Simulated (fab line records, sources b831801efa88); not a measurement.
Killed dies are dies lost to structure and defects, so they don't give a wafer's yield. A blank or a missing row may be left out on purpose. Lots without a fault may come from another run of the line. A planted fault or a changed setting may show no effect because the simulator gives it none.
Which tool did it? | flow gf180mcu | 11 lots, 33 wafers sampled, at 5 steps of a route of 602

WHAT THE GAUGES READ, wafer by wafer
GF_HV_LDD_OVL_MEAS_32.
lot  | measured     | on         | HV_LDD_02_OVL (nm)
L817 | day 12 00:10 | overlay-02 | 1.3 -0.8 1.3
L818 | day 12 02:35 | overlay-01 | -1.4 -1.2 -1.8
L819 | day 12 14:31 | overlay-02 | -2.7 0.0 -2.1
L820 | day 12 19:39 | overlay-02 | 2.6 4.1 4.5
L821 | day 12 23:46 | overlay-01 | 1.0 -0.1 -0.5
L829 | day 15 14:49 | overlay-02 | -122.9 -123.5 -122.1
L831 | day 16 06:36 | overlay-02 | -124.7 -124.8 -123.0
L833 | day 16 14:13 | overlay-02 | -0.7 0.6 -2.0
L834 | day 17 01:21 | overlay-02 | 0.5 0.2 -0.3
L836 | day 17 22:54 | overlay-01 | -0.2 -1.4 -2.2
L838 | day 18 11:39 | overlay-02 | -2.2 -2.4 -1.2

GF_HV_LDD_CD_MEAS_46: target cd 400 nm.
lot  | measured     | on        | cd_nm (nm)
L817 | day 12 20:37 | cd_sem-02 | 394.4 397.6 398.4
L818 | day 12 22:59 | cd_sem-02 | 398.3 399.0 399.0
L819 | day 13 10:53 | cd_sem-02 | 400.1 399.5 398.7
L820 | day 13 16:29 | cd_sem-02 | 401.8 400.4 399.4
L821 | day 13 20:31 | cd_sem-01 | 397.3 399.1 396.2
L829 | day 16 13:20 | cd_sem-01 | 399.4 397.4 398.0
L831 | day 17 06:01 | cd_sem-01 | 402.2 400.3 400.1
L833 | day 17 13:31 | cd_sem-01 | 402.3 403.6 406.5
L834 | day 18 01:10 | cd_sem-01 | 398.0 398.6 401.2
L836 | day 18 23:11 | cd_sem-01 | 403.6 405.4 402.3
L838 | day 19 12:31 | cd_sem-01 | 401.6 399.9 399.1

GF_CONTACT_BOW_MEAS_05.
lot  | measured     | on            | CONTACT_BOW (um)
L817 | day 15 18:04 | film_metro-02 | 64 59 66
L818 | day 15 18:52 | film_metro-04 | 69 70 73
L819 | day 16 06:28 | film_metro-04 | 67 68 78
L820 | day 16 13:31 | film_metro-04 | 56 61 67
L821 | day 16 18:58 | film_metro-02 | 59 59 62
L829 | day 19 18:10 | film_metro-04 | 56 64 55
L831 | day 20 11:16 | film_metro-02 | 73 66 70
L833 | day 20 21:02 | film_metro-02 | 67 67 71
L834 | day 21 08:48 | film_metro-04 | 69 60 66
L836 | day 22 06:35 | film_metro-01 | 75 74 67
L838 | day 22 17:44 | film_metro-04 | 72 64 70

WHICH TOOL RAN EACH LOT (tool, then ch and the chambers of the sampled wafers, then the start)
lot  | GF_HV_LDD_EXPOSE_28                 | GF_HV_LDD_STRIP_49
L817 | iline_stepper-02 ch 0, day 11 15:07 | plasma_asher-04 ch 0,1, day 12 20:57
L818 | iline_stepper-02 ch 0, day 11 17:23 | plasma_asher-04 ch 0,1, day 12 23:18
L819 | iline_stepper-02 ch 0, day 12 04:24 | plasma_asher-03 ch 0,1, day 13 11:13
L820 | iline_stepper-01 ch 0, day 12 09:20 | plasma_asher-01 ch 0,1, day 13 16:47
L821 | iline_stepper-02 ch 0, day 12 14:21 | plasma_asher-04 ch 0,1, day 13 20:50
L829 | iline_stepper-01 ch 0, day 15 04:09 | plasma_asher-03 ch 0,1, day 16 13:38
L831 | iline_stepper-01 ch 0, day 15 19:37 | plasma_asher-04 ch 0,1, day 17 06:19
L833 | iline_stepper-02 ch 0, day 16 03:30 | plasma_asher-01 ch 0,1, day 17 13:50
L834 | iline_stepper-02 ch 0, day 16 13:40 | plasma_asher-03 ch 0,1, day 18 01:29
L836 | iline_stepper-02 ch 0, day 17 11:35 | plasma_asher-04 ch 0,1, day 18 23:29
L838 | iline_stepper-02 ch 0, day 17 23:42 | plasma_asher-01 ch 0,1, day 19 12:50
- GF_HV_LDD_EXPOSE_28: exposes mask Nplus HV AREA, target cd 400 nm.
- GF_HV_LDD_STRIP_49: strips in O2/N2.

WHAT THE TOOLS THEMSELVES READ (means of the sampled wafers that have a number; where no wafer has one, the mark that the record gives instead)
GF_HV_LDD_EXPOSE_28.
lot  | tool             | focus_offset_nm (nm)
L817 | iline_stepper-02 | -0.4
L818 | iline_stepper-02 | -0.3
L819 | iline_stepper-02 | 0.2
L820 | iline_stepper-01 | 0.9
L821 | iline_stepper-02 | -0.2
L829 | iline_stepper-01 | -0.8
L831 | iline_stepper-01 | -0.5
L833 | iline_stepper-02 | 0.2
L834 | iline_stepper-02 | -0.1
L836 | iline_stepper-02 | -0.2
L838 | iline_stepper-02 | -0.3

GF_HV_LDD_STRIP_49.
lot  | tool            | drypump_motor_current_A (A) | heater_power_w (W) | n2_flow_sccm (sccm) | oes_product_au (a.u.) | strip_time_to_endpoint_s (s)
L817 | plasma_asher-04 | 5.8                         | 335                | 299.9               | 0.718                 | 12.66
L818 | plasma_asher-04 | 6.1                         | 341                | 300.4               | 0.724                 | 12.61
L819 | plasma_asher-03 | 6.0                         | 318                | 299.5               | 0.717                 | 12.68
L820 | plasma_asher-01 | 5.4                         | 371                | 299.8               | 0.718                 | 12.61
L821 | plasma_asher-04 | 6.1                         | 340                | 299.7               | 0.714                 | 12.78
L829 | plasma_asher-03 | 5.7                         | 320                | 300.4               | 0.712                 | 12.62
L831 | plasma_asher-04 | 6.1                         | 339                | 301.0               | 0.721                 | 12.65
L833 | plasma_asher-01 | 5.4                         | 370                | 300.4               | 0.716                 | 12.65
L834 | plasma_asher-03 | 6.0                         | 318                | 300.6               | 0.712                 | 12.61
L836 | plasma_asher-04 | 6.1                         | 331                | 299.7               | 0.713                 | 12.61
L838 | plasma_asher-01 | 5.4                         | 366                | 301.1               | 0.715                 | 12.58

THE ANSWER, worked out from the rows above alone
Rule: what is usual is taken from the lots themselves. Put in order of their means at a reading, lots are off if they are a third of the lots or fewer, leave a main group of 4 or more, and stand apart from it by a gap of 3 or more times the standard deviation of the main group's means; of several such gaps the widest counts. A main group whose means are all the same, to the digits that the tables above print for the reading, isn't used. A lot without any number at a reading at which 4 lots or more have one is off too. The other lots that the step has rows for count as sound. The gauges are gone through in route order, then the tools' own readings, and for those a lot's mean is taken as printed above. The first step at which some lot is off is used, and at that step the reading that is off furthest; a lot without a number counts as furthest.
Off: L829, L831, at GF_HV_LDD_OVL_MEAS_32 (HV_LDD_02_OVL). The main group: mean -0.3 nm, standard deviation 1.6.
A tool fits if, at a process step before that reading, it ran every lot that is off, and no sound lot after the first of them. The gauges at GF_HV_LDD_OVL_MEAS_32 are tried like those tools. One fits: iline_stepper-01 at GF_HV_LDD_EXPOSE_28. Its last sound lot is L820 (day 12 09:20), its first lot that is off L829 (day 15 04:09): a fault that began between those two fits.

WHAT THE SIMULATOR HAD PUT IN
Scanner matching overlay: iline_stepper-01, from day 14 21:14 on, at GF_HV_LDD_EXPOSE_28. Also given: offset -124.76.
Lots struck among those shown: L829, L831. The rule above found the same.
